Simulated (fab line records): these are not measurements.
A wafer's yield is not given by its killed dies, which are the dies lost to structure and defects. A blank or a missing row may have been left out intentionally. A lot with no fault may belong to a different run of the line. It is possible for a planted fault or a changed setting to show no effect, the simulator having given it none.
What tool caused it? || flow gf180mcu || 13 lots with 39 wafers sampled at 4 steps, on a route of 602 steps

WHAT THE GAUGES READ, wafer by wafer
GF_V5_RS_MEAS_24: measures by four-point-probe.
{"lot": "L640", "measured": "day 27 06:27", "on": "film metro-03", "V5_W_RS (ohm/sq)": "0.325 0.329 0.324"}
{"lot": "L641", "measured": "day 27 23:37", "on": "film metro-01", "V5_W_RS (ohm/sq)": "0.332 0.326 0.330"}
{"lot": "L643", "measured": "day 28 02:15", "on": "film metro-01", "V5_W_RS (ohm/sq)": "0.326 0.333 0.325"}
{"lot": "L644", "measured": "day 28 21:45", "on": "film metro-02", "V5_W_RS (ohm/sq)": "0.327 0.323 0.332"}
{"lot": "L646", "measured": "day 29 08:35", "on": "film metro-02", "V5_W_RS (ohm/sq)": "0.331 0.327 0.330"}
{"lot": "L647", "measured": "day 29 12:11", "on": "film metro-02", "V5_W_RS (ohm/sq)": "0.340 0.329 0.328"}
{"lot": "L648", "measured": "day 29 17:18", "on": "film metro-01", "V5_W_RS (ohm/sq)": "0.312 0.324 0.315"}
{"lot": "L649", "measured": "day 30 07:23", "on": "film metro-02", "V5_W_RS (ohm/sq)": "0.329 0.333 0.333"}
{"lot": "L652", "measured": "day 30 20:31", "on": "film metro-03", "V5_W_RS (ohm/sq)": "0.333 0.335 0.329"}
{"lot": "L653", "measured": "day 31 07:16", "on": "film metro-03", "V5_W_RS (ohm/sq)": "0.321 0.325 0.311"}
{"lot": "L654", "measured": "day 31 14:12", "on": "film metro-02", "V5_W_RS (ohm/sq)": "0.334 0.327 0.326"}
{"lot": "L661", "measured": "day 33 06:16", "on": "film metro-01", "V5_W_RS (ohm/sq)": "0.319 0.322 0.324"}
{"lot": "L663", "measured": "day 33 14:34", "on": "film metro-03", "V5_W_RS (ohm/sq)": "0.315 0.325 0.325"}

GF_PASSIVATION_THK_MEAS_01.
{"lot": "L640", "measured": "day 28 04:54", "on": "film metro-01", "PASSIVATION_CVD_00_THK (nm)": "990 986 1008"}
{"lot": "L641", "measured": "day 28 20:43", "on": "film metro-02", "PASSIVATION_CVD_00_THK (nm)": "977 976 982"}
{"lot": "L643", "measured": "day 29 00:13", "on": "film metro-01", "PASSIVATION_CVD_00_THK (nm)": "1019 1018 1025"}
{"lot": "L644", "measured": "day 29 18:16", "on": "film metro-01", "PASSIVATION_CVD_00_THK (nm)": "995 1000 1009"}
{"lot": "L646", "measured": "day 30 05:23", "on": "film metro-02", "PASSIVATION_CVD_00_THK (nm)": "977 990 985"}
{"lot": "L647", "measured": "day 30 08:31", "on": "film metro-02", "PASSIVATION_CVD_00_THK (nm)": "979 968 994"}
{"lot": "L648", "measured": "day 30 12:35", "on": "film metro-01", "PASSIVATION_CVD_00_THK (nm)": "978 1002 1011"}
{"lot": "L649", "measured": "day 31 03:31", "on": "film metro-04", "PASSIVATION_CVD_00_THK (nm)": "993 987 1018"}
{"lot": "L652", "measured": "day 31 16:00", "on": "film metro-02", "PASSIVATION_CVD_00_THK (nm)": "990 988 974"}
{"lot": "L653", "measured": "day 32 02:18", "on": "film metro-02", "PASSIVATION_CVD_00_THK (nm)": "992 987 1003"}
{"lot": "L654", "measured": "day 32 08:44", "on": "film metro-02", "PASSIVATION_CVD_00_THK (nm)": "1004 998 1006"}
{"lot": "L661", "measured": "day 33 23:25", "on": "film metro-04", "PASSIVATION_CVD_00_THK (nm)": "993 1014 1013"}
{"lot": "L663", "measured": "day 34 07:14", "on": "film metro-02", "PASSIVATION_CVD_00_THK (nm)": "996 990 988"}

TOOL THAT RAN EACH LOT (tool first, then ch and the chambers of the sampled wafers, then the start)
{"lot": "L640", "GF_V1_ETCH_17": "rie diel-02 ch 0,2,3, day 18 00:00", "GF_TOP_METAL_SPUTTER_02": "pvd sputter-04, day 27 07:11"}
{"lot": "L641", "GF_V1_ETCH_17": "rie diel-02 ch 1,2,3, day 18 22:00", "GF_TOP_METAL_SPUTTER_02": "pvd sputter-03, day 28 00:13"}
{"lot": "L643", "GF_V1_ETCH_17": "rie diel-04 ch 1,2,3, day 19 02:00", "GF_TOP_METAL_SPUTTER_02": "pvd sputter-03, day 28 02:48"}
{"lot": "L644", "GF_V1_ETCH_17": "rie diel-02 ch 0,1, day 20 03:00", "GF_TOP_METAL_SPUTTER_02": "pvd sputter-03, day 28 22:19"}
{"lot": "L646", "GF_V1_ETCH_17": "rie diel-04 ch 0,1,3, day 20 18:00", "GF_TOP_METAL_SPUTTER_02": "pvd sputter-02, day 29 09:12"}
{"lot": "L647", "GF_V1_ETCH_17": "rie diel-02 ch 1,2,3, day 20 23:00", "GF_TOP_METAL_SPUTTER_02": "pvd sputter-03, day 29 12:47"}
{"lot": "L648", "GF_V1_ETCH_17": "rie diel-02 ch 0,1,3, day 21 03:00", "GF_TOP_METAL_SPUTTER_02": "pvd sputter-02, day 29 17:52"}
{"lot": "L649", "GF_V1_ETCH_17": "rie diel-03 ch 1,2,3, day 21 23:00", "GF_TOP_METAL_SPUTTER_02": "pvd sputter-03, day 30 08:00"}
{"lot": "L652", "GF_V1_ETCH_17": "rie diel-03 ch 0,1,2, day 22 15:00", "GF_TOP_METAL_SPUTTER_02": "pvd sputter-02, day 30 21:04"}
{"lot": "L653", "GF_V1_ETCH_17": "rie diel-04 ch 0,1,2, day 23 02:00", "GF_TOP_METAL_SPUTTER_02": "pvd sputter-04, day 31 07:52"}
{"lot": "L654", "GF_V1_ETCH_17": "rie diel-02 ch 0,1,3, day 23 14:00", "GF_TOP_METAL_SPUTTER_02": "pvd sputter-02, day 31 14:49"}
{"lot": "L661", "GF_V1_ETCH_17": "rie diel-02 ch 0,1,3, day 25 16:00", "GF_TOP_METAL_SPUTTER_02": "pvd sputter-02, day 33 06:52"}
{"lot": "L663", "GF_V1_ETCH_17": "rie diel-02 ch 0,2,3, day 26 04:00", "GF_TOP_METAL_SPUTTER_02": "pvd sputter-03, day 33 15:09"}
- GF_V1_ETCH_17: etches SiO2 in C4F8/O2/Ar, stops on TiN, target depth 630 nm.
- GF_TOP_METAL_SPUTTER_02: material AlCu, target thk 900 nm, time 47.82 s.

AS READ BY THE TOOLS THEMSELVES (means over the sampled wafers that have a number; for cases with no such wafer, the mark the record gives instead)
GF_V1_ETCH_17.
{"lot": "L640", "tool": "rie diel-02", "oes product au (a.u.)": 0.853}
{"lot": "L641", "tool": "rie diel-02", "oes product au (a.u.)": 0.853}
{"lot": "L643", "tool": "rie diel-04", "oes product au (a.u.)": 0.858}
{"lot": "L644", "tool": "rie diel-02", "oes product au (a.u.)": 0.859}
{"lot": "L646", "tool": "rie diel-04", "oes product au (a.u.)": 0.855}
{"lot": "L647", "tool": "rie diel-02", "oes product au (a.u.)": 0.857}
{"lot": "L648", "tool": "rie diel-02", "oes product au (a.u.)": 0.859}
{"lot": "L649", "tool": "rie diel-03", "oes product au (a.u.)": 0.856}
{"lot": "L652", "tool": "rie diel-03", "oes product au (a.u.)": 0.855}
{"lot": "L653", "tool": "rie diel-04", "oes product au (a.u.)": 0.857}
{"lot": "L654", "tool": "rie diel-02", "oes product au (a.u.)": 0.850}
{"lot": "L661", "tool": "rie diel-02", "oes product au (a.u.)": 0.856}
{"lot": "L663", "tool": "rie diel-02", "oes product au (a.u.)": 0.857}

GF_TOP_METAL_SPUTTER_02.
{"lot": "L640", "tool": "pvd sputter-04", "throttle valve pct (%)": 30.0}
{"lot": "L641", "tool": "pvd sputter-03", "throttle valve pct (%)": 30.8}
{"lot": "L643", "tool": "pvd sputter-03", "throttle valve pct (%)": 31.6}
{"lot": "L644", "tool": "pvd sputter-03", "throttle valve pct (%)": 30.3}
{"lot": "L646", "tool": "pvd sputter-02", "throttle valve pct (%)": 29.2}
{"lot": "L647", "tool": "pvd sputter-03", "throttle valve pct (%)": 30.4}
{"lot": "L648", "tool": "pvd sputter-02", "throttle valve pct (%)": 29.3}
{"lot": "L649", "tool": "pvd sputter-03", "throttle valve pct (%)": 30.4}
{"lot": "L652", "tool": "pvd sputter-02", "throttle valve pct (%)": 29.7}
{"lot": "L653", "tool": "pvd sputter-04", "throttle valve pct (%)": 30.1}
{"lot": "L654", "tool": "pvd sputter-02", "throttle valve pct (%)": 29.6}
{"lot": "L661", "tool": "pvd sputter-02", "throttle valve pct (%)": 29.6}
{"lot": "L663", "tool": "pvd sputter-03", "throttle valve pct (%)": 29.7}

THE ANSWER, worked out from the rows above alone
Rule: the usual values come from the lots themselves. The widest of any qualifying gaps counts: lots, ordered by their means at a reading, are off when they make up no more than a third of the lots, leave a main group of 4 or more, and stand apart from it by 3 or more times the standard deviation of that group's means. A main group whose means are all the same, to the digits that the tables above print for the reading, isn't used. A lot without any number at a reading at which 4 lots or more have one is off too. The other lots that the step has rows for count as sound. After the gauges, taken in route order, come the tools' own readings; for these a lot's mean is taken, as printed above. The first step at which some lot is off is used, and at that step the reading that is off furthest; a lot without a number counts as furthest.
Nothing can be told from this: no lot is off at any reading shown.

WHAT THE SIMULATOR PUT IN
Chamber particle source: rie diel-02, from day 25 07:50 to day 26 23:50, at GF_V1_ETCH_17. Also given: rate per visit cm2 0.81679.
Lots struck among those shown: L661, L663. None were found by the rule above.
